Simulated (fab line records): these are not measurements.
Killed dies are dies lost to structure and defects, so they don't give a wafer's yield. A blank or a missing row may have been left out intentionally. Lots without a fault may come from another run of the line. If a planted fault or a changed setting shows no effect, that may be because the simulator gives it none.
Matching of chambers	flow gf180mcu	GF_V3_CMP_04 on cmp-01 has 4 sister chambers
The step polishes SiO2. 24 wafers are shown with their chamber, then 12 later ones without.

WAFERS, EACH WITH ITS CHAMBER
wafer	chamber	motor-current-A (A)	time-to-endpoint-s (s)
L079.1	0	11.0	80
L079.2	1	11.3	66
L079.6	2	10.6	78
L085.1	0	11.2	79
L085.3	3	14.5	76
L085.4	2	10.9	82
L086.1	2	10.3	76
L086.3	1	10.6	71
L086.5	1	11.0	75
L088.2	1	11.1	78
L088.3	3	14.2	78
L088.5	1	11.4	81
L089.1	1	10.8	74
L089.4	2	10.3	87
L089.6	3	14.6	81
L090.3	2	10.7	70
L090.4	3	14.4	74
L090.6	0	11.0	90
L091.2	1	11.1	75
L091.3	2	10.2	72
L091.5	2	10.6	80
L092.2	3	13.9	82
L092.3	1	11.3	74
L092.6	3	14.5	80

SIGNATURES, as means of the wafers listed above
reading	chamber 0	chamber 1	chamber 2	chamber 3	scatter within a chamber
motor-current-A	11.067	11.075	10.514	14.350	0.252
time-to-endpoint-s	83.00	74.25	77.86	78.50	4.83
Rule: a wafer lies at a distance from a chamber equal to the root of the sum of squares, over the readings, of (its reading less the chamber's mean, divided by the reading's scatter). If the next closest chamber is less than 2 further off than the closest, the wafer can't be placed; otherwise it belongs to the closest. The scatter is the square root of a quotient: the sum, over the shown wafers, of each reading's squared deviation from its chamber's mean, divided by wafers minus chambers.

WAFERS WITHOUT THEIR CHAMBER
wafer	motor-current-A (A)	time-to-endpoint-s (s)
L093.1	10.8	72
L093.4	14.4	89
L093.5	10.5	86
L094.3	11.1	87
L094.4	14.6	86
L094.6	10.9	75
L095.2	13.5	75
L095.3	10.7	80
L095.6	10.9	91
L096.1	10.9	72
L096.2	10.6	80
L096.3	10.7	82

WHICH CHAMBER EACH WENT THROUGH
wafer	from the rows above	in truth
L093.1	can't be placed: 1 or 2 or 0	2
L093.4	3	3
L093.5	can't be placed: 2 or 0 or 1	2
L094.3	can't be placed: 0 or 1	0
L094.4	3	3
L094.6	can't be placed: 1 or 2 or 0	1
L095.2	3	3
L095.3	can't be placed: 2 or 0 or 1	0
L095.6	can't be placed: 0 or 2 or 1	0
L096.1	can't be placed: 1 or 2 or 0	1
L096.2	can't be placed: 2 or 0 or 1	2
L096.3	can't be placed: 2 or 0 or 1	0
Correctly placed: 3 of 12. Cannot be placed on the basis of these rows: 9; the candidates contain the true chamber in 9. Number placed wrongly: 0.
